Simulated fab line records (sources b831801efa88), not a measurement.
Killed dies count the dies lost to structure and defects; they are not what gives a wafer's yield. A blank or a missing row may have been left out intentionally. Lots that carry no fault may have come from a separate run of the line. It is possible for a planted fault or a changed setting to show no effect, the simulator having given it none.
Which tool is to blame? + flow gf180mcu + 42 wafers from 14 lots sampled at 3 of the route's 602 steps

== WHAT EACH GAUGE READ, for each wafer ==
GF_M5_CD_MEAS_07 targets a cd of 280 nm. Usual: 280.2 nm for cd nm, sd 1.2.
| lot  | measured     | on        | cd nm (nm)        | flag |
|------|--------------|-----------|-------------------|------|
| L907 | day 26 11:16 | cd sem-01 | 279.6 278.6 279.0 |      |
| L908 | day 26 17:14 | cd sem-02 | 280.8 281.3 282.4 |      |
| L910 | day 27 11:47 | cd sem-02 | 281.1 280.1 280.8 |      |
| L912 | day 28 06:32 | cd sem-01 | 280.4 280.1 279.0 |      |
| L917 | day 30 04:50 | cd sem-01 | 278.7 279.1 279.7 |      |
| L918 | day 30 05:21 | cd sem-01 | - - -             | OFF  |
| L919 | day 30 12:56 | cd sem-01 | - - -             | OFF  |
| L921 | day 31 03:57 | cd sem-02 | 281.6 280.9 280.7 |      |
| L922 | day 31 08:32 | cd sem-01 | 279.2 276.7 279.1 |      |
| L923 | day 31 08:53 | cd sem-01 | 281.5 280.0 281.0 |      |
| L924 | day 31 17:42 | cd sem-02 | 278.4 279.3 280.0 |      |
| L926 | day 32 06:53 | cd sem-01 | 277.6 277.8 277.5 |      |
| L927 | day 32 08:10 | cd sem-02 | 281.2 280.6 280.9 |      |
| L928 | day 32 13:38 | cd sem-01 | 280.7 280.4 280.5 |      |

GF_M5_OVL_MEAS_08. Usual: for M5_OVL the level is 2 nm and the standard deviation is 6.
| lot  | measured     | on         | M5_OVL (nm) | flag |
|------|--------------|------------|-------------|------|
| L907 | day 26 11:22 | overlay-01 | 10 9 13     |      |
| L908 | day 26 17:20 | overlay-02 | -2 2 3      |      |
| L910 | day 27 11:54 | overlay-01 | 9 7 8       |      |
| L912 | day 28 06:39 | overlay-01 | 5 3 4       |      |
| L917 | day 30 04:57 | overlay-01 | 1 4 -6      |      |
| L918 | day 30 05:26 | overlay-01 | - - -       | OFF  |
| L919 | day 30 13:03 | overlay-01 | - - -       | OFF  |
| L921 | day 31 04:04 | overlay-02 | -8 -4 -6    |      |
| L922 | day 31 08:38 | overlay-01 | 7 6 11      |      |
| L923 | day 31 08:59 | overlay-01 | -7 -8 -5    |      |
| L924 | day 31 17:48 | overlay-02 | 2 4 -3      |      |
| L926 | day 32 07:00 | overlay-02 | 7 5 6       |      |
| L927 | day 32 08:17 | overlay-01 | -1 2 5      |      |
| L928 | day 32 13:44 | overlay-02 | 6 7 5       |      |

== WHAT TOOL EACH LOT RAN ON (gives the tool, then ch and the chambers of the sampled wafers, and finally the start) ==
| lot  | GF_M5_PEB_05                      |
|------|-----------------------------------|
| L907 | litho track-04 ch 0, day 26 10:57 |
| L908 | litho track-02 ch 0, day 26 16:53 |
| L910 | litho track-03 ch 0, day 27 11:26 |
| L912 | litho track-04 ch 0, day 28 06:11 |
| L917 | litho track-04 ch 0, day 30 04:29 |
| L918 | litho track-02, day 30 05:02      |
| L919 | litho track-04, day 30 12:35      |
| L921 | litho track-04 ch 0, day 31 03:37 |
| L922 | litho track-02 ch 0, day 31 08:11 |
| L923 | litho track-02 ch 0, day 31 08:32 |
| L924 | litho track-03 ch 0, day 31 17:22 |
| L926 | litho track-03 ch 0, day 32 06:32 |
| L927 | litho track-02 ch 0, day 32 07:49 |
| L928 | litho track-02 ch 0, day 32 13:17 |
- GF_M5_PEB_05: peb time 90 s.

== AS READ BY THE TOOLS THEMSELVES (means over the sampled wafers that have a number; for cases with no such wafer, the mark the record gives instead) ==
GF_M5_PEB_05. Usual: chill plate temp C 23.00 C, standard deviation 0.11; exhaust pa 45.0 Pa, standard deviation 0.82.
| lot  | tool           | chill plate temp C (C) | exhaust pa (Pa) | flag |
|------|----------------|------------------------|-----------------|------|
| L907 | litho track-04 | 23.21                  | 44.6            |      |
| L908 | litho track-02 | 23.18                  | 44.1            |      |
| L910 | litho track-03 | 22.98                  | 44.9            |      |
| L912 | litho track-04 | 23.04                  | 44.2            |      |
| L917 | litho track-04 | 22.97                  | 45.3            |      |
| L918 | litho track-02 | -                      | -               | OFF  |
| L919 | litho track-04 | -                      | -               | OFF  |
| L921 | litho track-04 | 23.02                  | 45.5            |      |
| L922 | litho track-02 | 22.99                  | 45.3            |      |
| L923 | litho track-02 | 22.94                  | 45.1            |      |
| L924 | litho track-03 | 22.92                  | 45.2            |      |
| L926 | litho track-03 | 22.97                  | 44.4            |      |
| L927 | litho track-02 | 22.97                  | 44.5            |      |
| L928 | litho track-02 | 22.88                  | 44.8            |      |

== THE ANSWER, worked out from the rows above alone ==
Rule: take the mean of a lot's wafers that have a number; if it is more than 3 standard deviations from the usual mean, the lot is off. A lot without any number at a reading at which 4 lots or more have one is off too. The other lots that the step has rows for count as sound. Order of review: gauges by route order, followed by the tools' own readings, for which a lot's mean as printed above is used. At the first step where some lot is off, the reading lying furthest off is the one used; lots without a number count as furthest.
Off: L918, L919 (GF_M5_CD_MEAS_07, cd nm). Without a number there: L918, L919.
A tool fits if, at a process step before that reading, it ran every lot that is off, and no sound lot after the first of them. The gauges at GF_M5_CD_MEAS_07 aren't tried: what is off there is off at GF_M5_OVL_MEAS_08 too, on other tools, and a gauge's error can't cause that. Of those tried, none fits.

== WHAT HAD BEEN PUT IN BY THE SIMULATOR ==
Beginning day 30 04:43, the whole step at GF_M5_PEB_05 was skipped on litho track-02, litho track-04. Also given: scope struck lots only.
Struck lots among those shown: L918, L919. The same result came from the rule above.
